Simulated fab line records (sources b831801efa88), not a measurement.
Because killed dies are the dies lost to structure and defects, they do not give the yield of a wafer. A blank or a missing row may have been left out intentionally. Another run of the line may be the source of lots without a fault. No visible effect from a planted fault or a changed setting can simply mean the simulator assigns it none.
A single fault, viewed from 2 desks -- flow sky130 -- every desk sees just its own numbers, and what lay behind them comes last

AT THE METROLOGY DESK
Means of the sampled wafers that have a number, per lot and without regard to the tool the lot ran on: this is what the gauges read. Marked OUT: a lot whose mean sits more than 4 standard deviations from the usual mean, which makes it out of limits; the brackets give that distance.
Columns: A = NWELL_01_OVL at SKY_NWELL_OVL_MEAS_23, usual 0.1 nm; B = VT_ADJUST_HVTP_OVL at SKY_VT_ADJUST_HVTP_OVL_MEAS_08, usual 0.0 nm; C = VT_ADJUST_LVTN_TW at SKY_VT_ADJUST_LVTN_TW_MEAS_10, usual 240.1
lot,first seen here,A,B,C
L847,day 5 10:15,-0.1,-2.1,239.6
L848,day 5 12:38,1.6,0.5,239.8
L850,day 6 00:47,1.5,-0.8,242.2
L852,day 6 14:28,-1.4,0.3,239.3
L853,day 6 19:19,0.1,1.9,239.6
L854,day 7 02:38,1.2,0.7,239.2
L855,day 7 04:43,0.0,0.0,239.0
L856,day 7 11:11,-0.2,-0.8,241.5
L862,day 9 02:51,-1.4,-0.8,232.3 (-6.5) OUT
L863,day 10 03:52,-0.4,-2.2,232.2 (-6.6) OUT
L866,day 10 08:55,1.2,-2.7,239.7
L868,day 10 19:40,-0.9,-1.6,238.6
L870,day 11 10:29,1.9,2.3,241.0
This desk's result: L862, L863 out of limits, first on L862 (VT_ADJUST_LVTN_TW at SKY_VT_ADJUST_LVTN_TW_MEAS_10), day 11 01:30. L847, L848, L850, L852, L853, L854, L855, L856, L866, L868, L870: within limits.

THE TOOL OWNER'S DESK: implanter-02
The tool's own readings at SKY_VT_ADJUST_LVTN_IMPLANT_08, given as means over the sampled wafers that have a number, one for each lot that went through this tool. Marked OUT: a lot whose mean sits more than 4 standard deviations from the usual mean, which makes it out of limits; the brackets give that distance.
Columns: A = faradayCurrentUA at SKY_VT_ADJUST_LVTN_IMPLANT_08, usual 8.85
lot,first seen here,A
L848,day 7 00:53,8.83
L853,day 8 11:34,9.00
L854,day 8 20:17,8.91
L855,day 8 21:19,9.06
L862,day 11 01:17,8.93
L863,day 12 03:31,8.89
Finding of this desk: none of the 6 lots has anything out of limits.

PUT TOGETHER
At day 11 01:30 the metrology desk could have sounded an alarm, on L862, L863.
Nothing out of limits was seen by the tool owner's desk.
Tool owner's desk: L862, L863 on record, inside its limits.
Every lot named ran SKY_VT_ADJUST_LVTN_IMPLANT_08 on implanter-02.

WHAT THE SIMULATOR HAD INSERTED
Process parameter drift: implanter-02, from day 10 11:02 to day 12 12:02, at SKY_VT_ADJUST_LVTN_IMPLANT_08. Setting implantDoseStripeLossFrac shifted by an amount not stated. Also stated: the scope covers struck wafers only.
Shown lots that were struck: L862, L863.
Delay in hours, fault start to first out-of-limits reading, per desk: metrology desk 14.
